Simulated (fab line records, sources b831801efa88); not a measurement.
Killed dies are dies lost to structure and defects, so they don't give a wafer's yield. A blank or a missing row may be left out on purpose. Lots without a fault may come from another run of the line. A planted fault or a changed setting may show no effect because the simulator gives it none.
Which tool did it? | flow sky130 | 14 lots, 40 wafers sampled, at 2 steps of a route of 708

WHAT THE GAUGES READ, wafer by wafer
SKY_SONOS_TUNNEL_CD_MEAS_07: target cd 410 nm. Usual: cd_nm 410.5 nm, standard deviation 2.2.
lot  | measured     | on        | cd_nm (nm)        | flag
L846 | day 11 08:56 | cd_sem-02 | 406.0 409.5 406.5 |
L847 | day 11 12:26 | cd_sem-02 | 406.9 407.2 408.3 |
L848 | day 11 21:22 | cd_sem-01 | 409.1 408.5 409.0 |
L849 | day 12 09:10 | cd_sem-02 | 407.9 406.8 410.2 |
L850 | day 12 12:48 | cd_sem-02 | 408.3 409.3 407.2 |
L851 | day 12 18:37 | cd_sem-01 | 410.0 408.5 412.2 |
L853 | day 13 11:15 | cd_sem-02 | 410.2 412.7 411.6 |
L854 | day 13 17:13 | cd_sem-02 | 408.1 408.1 411.0 |
L855 | day 13 22:03 | cd_sem-02 | 410.3 409.4 407.7 |
L856 | day 14 09:25 | cd_sem-01 | 410.7 408.7 409.7 |
L857 | day 14 21:48 | cd_sem-02 | 408.6 411.6 408.7 |
L858 | day 14 23:31 | cd_sem-01 | 411.1 409.5 410.0 |
L861 | day 16 05:10 | cd_sem-01 | 414.3 446.5       | OFF
L862 | day 16 21:56 | cd_sem-02 | 446.4 414.8       | OFF

WHICH TOOL RAN EACH LOT (tool, then ch and the chambers of the sampled wafers, then the start)
lot  | SKY_SONOS_TUNNEL_DEVELOP_06
L846 | litho_track-02 ch 0, day 11 08:47
L847 | litho_track-02 ch 0, day 11 12:17
L848 | litho_track-03 ch 0, day 11 21:14
L849 | litho_track-01 ch 0, day 12 09:02
L850 | litho_track-03 ch 0, day 12 12:40
L851 | litho_track-02 ch 0, day 12 18:28
L853 | litho_track-03 ch 0, day 13 11:07
L854 | litho_track-03 ch 0, day 13 17:05
L855 | litho_track-03 ch 0, day 13 21:55
L856 | litho_track-02 ch 0, day 14 09:16
L857 | litho_track-03 ch 0, day 14 21:40
L858 | litho_track-02 ch 0, day 14 23:22
L861 | litho_track-02 ch 0, day 16 05:01
L862 | litho_track-02 ch 0, day 16 21:48
- SKY_SONOS_TUNNEL_DEVELOP_06: develop time 60 s.

WHAT THE TOOLS THEMSELVES READ (means of the sampled wafers that have a number; where no wafer has one, the mark that the record gives instead)
The record holds no such reading with a usual standard deviation.

THE ANSWER, worked out from the rows above alone
Rule: a lot is off if the mean of its wafers that have a number lies more than 3 standard deviations from the usual mean. A lot without any number at a reading at which 4 lots or more have one is off too. The other lots that the step has rows for count as sound. The gauges are gone through in route order, then the tools' own readings, and for those a lot's mean is taken as printed above. The first step at which some lot is off is used, and at that step the reading that is off furthest; a lot without a number counts as furthest.
Off: L861, L862, at SKY_SONOS_TUNNEL_CD_MEAS_07 (cd_nm).
A tool fits if, at a process step before that reading, it ran every lot that is off, and no sound lot after the first of them. The gauges at SKY_SONOS_TUNNEL_CD_MEAS_07 are tried like those tools. One fits: litho_track-02 at SKY_SONOS_TUNNEL_DEVELOP_06. Its last sound lot is L858 (day 14 23:22), its first lot that is off L861 (day 16 05:01): a fault that began between those two fits.

WHAT THE SIMULATOR HAD PUT IN
Process parameter drift: litho_track-02, from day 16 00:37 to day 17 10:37, at SKY_SONOS_TUNNEL_DEVELOP_06. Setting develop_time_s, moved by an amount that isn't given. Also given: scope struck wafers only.
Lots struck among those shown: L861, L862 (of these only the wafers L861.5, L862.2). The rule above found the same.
